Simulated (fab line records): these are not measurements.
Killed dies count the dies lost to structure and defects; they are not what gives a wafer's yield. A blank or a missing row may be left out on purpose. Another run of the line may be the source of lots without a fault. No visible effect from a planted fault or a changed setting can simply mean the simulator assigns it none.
A lot that was struck, set against a sound lot -- flow sky130 -- 17 steps out of a route of 708
Sound: wafers L609.1, L609.4, L609.6. Wafers struck: L619.2, L619.4, L619.5. Last of all comes the cause.
Each step with rows lists, per side, the tool, then ch with its chambers, then its first start. Under that, the readings that differ: sound wafers -- struck wafers -- difference of the means -- sigmas: that difference in standard deviations of wafers without a fault.
alike: same words and numbers on both sides, and readings whose means sit less than 2 such deviations apart. not compared: any withheld reading, any reading some wafer has no value for, any bound like >300 that may hide the same value, and any number with overlapping values for which the record gives no deviation.
A row with sigmas, a row that says differs or no value, or rows on one side alone: a step with any of these is where the two part. Non-overlapping numbers with no deviation appear without sigmas and do not part them. A reading missing from all wafers of one side parts the sides only when that side holds two or more wafers.

first, 4 steps without rows for these wafers: SKY_LDD_LDN_SOFTBAKE_03 (time 60 s); SKY_LDD_LDN_EXPOSE_04 (exposes mask LDNTM, target cd 700 nm); SKY_LDD_LDN_PEB_05; SKY_LDD_LDN_DEVELOP_06 (develop time 60 s).
SKY_LDD_LDN_OVL_MEAS_07:
  sound: overlay-02 at day 25 16:35; struck: overlay-01 at day 29 01:11
  alike: LDD_LDN_OVL
then, 4 steps without rows for these wafers: SKY_LDD_LDN_IMPLANT_08; SKY_LDD_LDN_IMPLANT_09; SKY_LDD_LDN_IMPLANT_10; SKY_LDD_LDN_IMPLANT_11.
SKY_LDD_LDN_STRIP_12: strips in O2/N2.
  sound on plasma asher-02 ch 0,1, day 25 17:13; struck on plasma asher-03 ch 1, day 29 01:49
  alike: chamber pressure mTorr, drypump motor current A, o2 flow sccm, oes product au, strip time to endpoint s
  not compared: rf hours counter h
SKY_LDD_LDN_TW_MEAS_13:
  sound: film metro-01 at day 25 17:19; struck: film metro-04 at day 29 01:56
  alike: LDD_LDN_TW
then, 1 step without rows for these wafers: SKY_LDD_LDN_CLEAN_14 (cleans in SC1/SC2, time 150 s).
SKY_SPACER_CVD_00: deposits Si3N4 from DCS/NH3, target thk 43.1 nm, time 740 s.
  sound on lpcvd-02 ch 1, day 25 17:26; struck on lpcvd-02 ch 1, day 29 02:05
  alike: susceptor temp C
SKY_SPACER_THK_MEAS_01:
  sound: film metro-01 at day 25 19:14; struck: film metro-03 at day 29 03:17
reading,sound,struck,difference,sigmas
SPACER_CVD_00_THK (nm),43.0 42.5 43.2,36.5 36.8 36.6,-6.3,-15
SKY_SPACER_ETCHBACK_02: etches Si3N4 in CH3F/O2, stops on SiO2, time 46.7 s, target depth 45 nm.
  sound on rie diel-03 ch 0,1,2, day 25 19:18; struck on rie diel-03 ch 0,1, day 29 03:20
reading,sound,struck,difference,sigmas
oes product au (a.u.),0.852 0.850 0.859,0.783 0.787 0.778,-0.071,-11
  alike: chamber pressure mTorr, drypump motor current A, throttle valve pct
  not compared: rf hours counter h
then, 1 step without rows for these wafers: SKY_POLY_CUT_DEHYDRATE_00 (time 60 s).
-- the record jumps here: 21 days lie between the struck wafers' starts before and after (it left off in module POLY_CUT and takes up again in module PAD_OPEN, whose first step shown is number 708 of the route) --
SKY_PAD_OPEN_PROBE_99:
  sound: prober-02 at day 47 14:44; struck: prober-02 at day 49 21:47
reading,sound,struck,difference,sigmas
model.etest.pfet_01v8.drive ua um rim less centre,-6.324 0.5539 -5.182,6.643 7.905 10.11,+11.870,
model.etest.pfet_01v8.drive ua um range,7.571 4.823 7.09,10.96 14.21 14.36,+6.68,
model.etest.pfet_01v8.vt v rim less centre,-0.001744 -0.006268 -0.002755,0.004084 0.01212 0.009318,+0.012096,
model.etest.pfet_01v8.vt v range,0.006035 0.009493 0.008251,0.01848 0.01627 0.02237,+0.01111,
  alike: killed_at_M0_to_M3, killed_at_M4_up, killed at contacts, killed at front end, killed at other, killed dies, killed open, killed short
  not compared: model.etest.nfet_01v8.drive ua um rim less centre, model.etest.nfet_01v8.drive ua um range

## WHERE THEY PART
First at SKY_SPACER_THK_MEAS_01; last, within this record, at SKY_SPACER_ETCHBACK_02. Later steps at which nothing parts them and some readings are alike: SKY_PAD_OPEN_PROBE_99.

WHY: what the simulator had put in
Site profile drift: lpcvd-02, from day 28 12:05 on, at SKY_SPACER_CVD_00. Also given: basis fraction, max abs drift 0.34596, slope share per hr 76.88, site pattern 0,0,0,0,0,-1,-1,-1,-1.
